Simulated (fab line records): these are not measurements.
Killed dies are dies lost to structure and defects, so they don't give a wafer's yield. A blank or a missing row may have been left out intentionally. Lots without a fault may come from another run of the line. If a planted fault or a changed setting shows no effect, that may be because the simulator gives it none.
Which tool did it?    flow gf180mcu    35 wafers from 13 lots sampled at 5 of the route's 602 steps

## WHAT THE GAUGES READ, wafer by wafer
GF_NWELL_TW_MEAS_11.
lot   measured     on             NWELL_TW
L809  day 3 06:31  film_metro-01  1561 1567 1568
L811  day 4 01:17  film_metro-01  1579 1586 1584
L812  day 4 06:20  film_metro-03  1573 1589 1575
L813  day 4 08:59  film_metro-01  1579 1581 1577
L814  day 4 12:52  film_metro-03  1578 1585 1576
L817  day 5 05:28  film_metro-01  1573 1578 1584
L822  day 6 07:04  film_metro-04  1570 1574 1567
L825  day 6 23:29  film_metro-04  1580 1575
L826  day 7 05:30  film_metro-01  1579 1576
L827  day 7 11:11  film_metro-04  1589
L830  day 8 03:37  film_metro-04  1581 1577 1591
L831  day 8 07:56  film_metro-04  1579 1576 1585
L832  day 8 17:47  film_metro-01  1576 1578 1587

GF_LVPWELL_TW_MEAS_11.
lot   measured     on             LVPWELL_TW
L809  day 3 19:02  film_metro-03  561.8 563.7 561.6
L811  day 4 14:12  film_metro-01  562.5 560.6 562.0
L812  day 4 20:48  film_metro-04  558.7 563.0 563.3
L813  day 4 23:00  film_metro-03  563.0 564.8 562.1
L814  day 5 03:22  film_metro-03  560.1 560.7 562.6
L817  day 5 20:13  film_metro-01  562.8 560.6 560.7
L822  day 6 22:34  film_metro-03  565.6 567.0 561.3
L825  day 7 14:51  film_metro-03  569.8 564.1
L826  day 7 21:40  film_metro-04  564.7 570.0
L827  day 8 04:02  film_metro-01  568.4
L830  day 8 20:42  film_metro-04  564.3 559.4 562.7
L831  day 9 00:33  film_metro-04  560.9 562.6 562.1
L832  day 9 10:35  film_metro-04  561.6 562.1 564.1

GF_VT_IMPLANT_RS_MEAS_48: uses a four-point probe to measure.
lot   measured      on             LVPWELL_RS (ohm/sq)
L809  day 7 11:37   film_metro-03  1196 1195 1197
L811  day 8 12:47   film_metro-03  1200 1199 1201
L812  day 8 19:54   film_metro-04  1196 1202 1201
L813  day 8 21:38   film_metro-04  1199 1195 1195
L814  day 9 02:01   film_metro-04  1197 1196 1197
L817  day 10 00:39  film_metro-01  1192 1200 1195
L822  day 11 05:05  film_metro-03  1194 1195 1200
L825  day 12 03:58  film_metro-03  1161 1194 1161 1195
L826  day 12 18:10  film_metro-04  1198 1165 1198 1165
L827  day 12 19:06  film_metro-01  1162 1163
L830  day 13 11:25  film_metro-04  1202 1206 1201
L831  day 13 15:53  film_metro-03  1197 1197 1197
L832  day 14 03:36  film_metro-04  1201 1197 1196

GF_VT_IMPLANT_RS_MEAS_49: uses a four-point probe to measure.
lot   measured      on             MVPSD_RS (ohm/sq)
L809  day 7 11:44   film_metro-03  1161.7 1161.6 1164.9
L811  day 8 12:55   film_metro-03  1171.1 1171.4 1170.5
L812  day 8 20:01   film_metro-04  1172.2 1173.0 1169.3
L813  day 8 21:46   film_metro-04  1165.9 1169.4 1168.7
L814  day 9 02:08   film_metro-04  1170.2 1170.9 1166.8
L817  day 10 00:46  film_metro-01  1168.8 1167.2 1168.9
L822  day 11 05:12  film_metro-03  1167.3 1169.4 1166.4
L825  day 12 10:13  film_metro-03  1171.7 1173.4
L826  day 12 23:05  film_metro-04  1170.7 1169.7
L827  day 12 21:50  film_metro-01  1164.3
L830  day 13 11:32  film_metro-04  1166.1 1171.1 1165.4
L831  day 13 16:01  film_metro-03  1166.8 1166.9 1166.0
L832  day 14 03:43  film_metro-04  1165.4 1166.8 1169.5

## WHICH TOOL RAN EACH LOT (tool, then ch and the chambers of the sampled wafers, then the start)
lot   GF_LVPWELL_IMPLANT_09
L809  implanter-01 ch 0, day 3 18:49
L811  implanter-01 ch 0, day 4 13:57
L812  implanter-04 ch 0, day 4 20:33
L813  implanter-01 ch 0, day 4 22:45
L814  implanter-04 ch 0, day 5 03:08
L817  implanter-02 ch 0, day 5 20:01
L822  implanter-04 ch 0, day 6 22:20
L825  implanter-01 ch 0, day 7 14:36
L826  implanter-01 ch 0, day 7 21:26
L827  implanter-01 ch 0, day 8 03:47
L830  implanter-04 ch 0, day 8 20:28
L831  implanter-04 ch 0, day 9 00:18
L832  implanter-04 ch 0, day 9 10:20
- GF_LVPWELL_IMPLANT_09

## WHAT THE TOOLS THEMSELVES READ (means of the sampled wafers that have a number; where no wafer has one, the mark that the record gives instead)
GF_LVPWELL_IMPLANT_09.
lot   tool          beam_on_s (s)  faraday_current_uA
L809  implanter-01  10.13          27.8
L811  implanter-01  10.07          28.0
L812  implanter-04  9.90           28.4
L813  implanter-01  9.96           28.3
L814  implanter-04  9.93           28.4
L817  implanter-02  10.13          27.8
L822  implanter-04  10.10          27.9
L825  implanter-01  10.78          26.4
L826  implanter-01  10.72          26.4
L827  implanter-01  11.57          24.5
L830  implanter-04  10.17          27.8
L831  implanter-04  9.96           28.3
L832  implanter-04  9.81           28.8

## THE ANSWER, worked out from the rows above alone
Rule: usual is defined by the lots themselves. The widest of any qualifying gaps counts: lots, ordered by their means at a reading, are off when they make up no more than a third of the lots, leave a main group of 4 or more, and stand apart from it by 3 or more times the standard deviation of that group's means. The tables above print the reading to a certain number of digits; a main group whose means all agree to those digits is not used. A lot without any number at a reading at which 4 lots or more have one is off too. The other lots that the step has rows for count as sound. First the gauges in route order, then the tools' own readings, where a lot's mean is used as printed above. The first step at which some lot is off is used, and at that step the reading that is off furthest; a lot without a number counts as furthest.
Off: L825, L826, L827, seen at GF_VT_IMPLANT_RS_MEAS_48 (LVPWELL_RS). For the main group the mean is 1198 ohm/sq and the standard deviation 2.2.
If a tool, at a process step before that reading, ran all the lots that are off and no sound lot after the first of them, it fits. Not tried: the gauges at GF_VT_IMPLANT_RS_MEAS_48; whatever is off there is also off at GF_LVPWELL_IMPLANT_09, on other tools, and gauge error can't account for it. One fits: GF_LVPWELL_IMPLANT_09 on implanter-01. Its last sound lot is L813 (day 4 22:45), its first lot that is off L825 (day 7 14:36): a fault that began between those two fits.
The tool's own readings at GF_LVPWELL_IMPLANT_09 bear it out: on the lots that are off they differ by more than 5 times the standard deviation of the sound lots' means. beam_on_s reads 11.02 s there against 10.02 s on the sound lots; faraday_current_uA reads 25.8 there against 28.1 on the sound lots.

## WHAT WAS PUT IN BY THE SIMULATOR
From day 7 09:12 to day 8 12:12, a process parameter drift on implanter-01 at GF_LVPWELL_IMPLANT_09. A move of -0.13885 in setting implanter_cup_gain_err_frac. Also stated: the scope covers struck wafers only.
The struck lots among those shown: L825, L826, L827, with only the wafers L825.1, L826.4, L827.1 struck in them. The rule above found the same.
